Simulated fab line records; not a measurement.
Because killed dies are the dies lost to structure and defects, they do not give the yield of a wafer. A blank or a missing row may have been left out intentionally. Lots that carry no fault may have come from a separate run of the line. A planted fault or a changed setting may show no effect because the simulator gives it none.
Code-filled problem report in 8D (eight disciplines) form :: flow sfq line :: the parts of the form that need people (team, actions taken, sign-off) are left out

== 1. THE PROBLEM ==
heater power total W at SFQ_TRILAYER_I5_LITHO_PEB_147 reads a mean of 80.89 W on 2 wafers of 2 lots; wafers without a fault read 79.16 W with a standard deviation of 0.07. That puts it +25 standard deviations away from the usual mean.
The step: peb time 60 s.
Seen first at day 66 21:32 on litho track-01, wafer L299.6. The record holds 17 wafers of 6 lots with a number at this step. The rule behind "out" and "out of limits": a value lying over 4 standard deviations away from the usual mean. Any other wafer with a number is counted as sound.

== 2. WHAT IT IS AND WHAT IT IS NOT ==
question: which readings at this step
is: heater power total W
is not: -

question: which lots
is: L299, L301
is not: L285, L287, L304, L306

question: which wafers of those lots
is: L299.6, L301.6
is not: L299.4, L301.4, L301.5

question: read on which tools
is: litho track-01
is not: litho track-04

question: when
is: from day 66 21:32
is not: up to then (7 sound wafers); but 8 sound wafers of L301, L304, L306 came after

== 3. WHAT RULES OUT EACH SUSPECT ==
Counting: a tool at a process step up to the reading stays a suspect if it ran every lot that is out. Sound lots after the first of them don't rule it out here, since some wafers of a struck lot are sound.
- rie metal-02 at SFQ_TRILAYER_R5_BARC_OPEN_METAL_ETCH_177 (etches BARC in O2, target depth 125 nm, time 41.7 s): kept. It ran every lot that is out, first L299 (day 62 08:50).
- rie metal-02 at SFQ_TRILAYER_R5_ETCH_METAL_ETCH_139 (etches the open film in Cl2, stops on SiO2, target depth 60 nm, time 40 s): kept. It ran every lot that is out, first L299 (day 62 08:53).
- rie metal-02 at SFQ_TRILAYER_R5_STRIP_STRIP_140 (strips in O2): kept. It ran every lot that is out, first L299 (day 62 09:08).
- litho track-01 at SFQ_TRILAYER_I5_LITHO_PEB_147 (peb time 60 s): kept. It processed each lot that is out (first: L299, day 66 21:32); up to then, its last sound lot is L285 (day 63 16:00). Its own heater power total W readings are out on those wafers.
Left after counting: rie metal-02 at SFQ_TRILAYER_R5_BARC_OPEN_METAL_ETCH_177, rie metal-02 at SFQ_TRILAYER_R5_ETCH_METAL_ETCH_139, rie metal-02 at SFQ_TRILAYER_R5_STRIP_STRIP_140, litho track-01 at SFQ_TRILAYER_I5_LITHO_PEB_147.

== 4. THE CAUSE (what the simulator had put in) ==
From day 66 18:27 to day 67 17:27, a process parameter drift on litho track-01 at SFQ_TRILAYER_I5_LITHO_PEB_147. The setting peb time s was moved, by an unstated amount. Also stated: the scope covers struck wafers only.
Counting left 4 suspects, and this tool is among them.

== 5. SEQUENCE OF EFFECTS, ordered by route ==
Rows list readings where the struck wafers' mean (over those with a number) sits beyond 3 standard deviations from the usual. Only readings whose record carries a usual standard deviation are examined. hours: median over the lots of the time between each lot's start at the first step of this table that gives one and its start at this step. sigmas: the change, counted in usual standard deviations.
hours: 0
step: SFQ_TRILAYER_I5_LITHO_PEB_147
reading: heater power total W
usual: 79.16 W
on struck wafers: 80.89
change: +1.73
sigmas: +25
Here are the process steps it includes:
- SFQ_TRILAYER_I5_LITHO_PEB_147: peb time 60 s.
Later steps that measure or inspect, where all struck wafers having a row at the step show a number for every such reading and not one has moved that far: SFQ_I5_OVL_MEAS_936.

== 6. WHAT WOULD HAVE CAUGHT IT SOONER ==
The fault began at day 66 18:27; the first out-of-limits reading in this record came at day 66 21:32, 3 hours later.
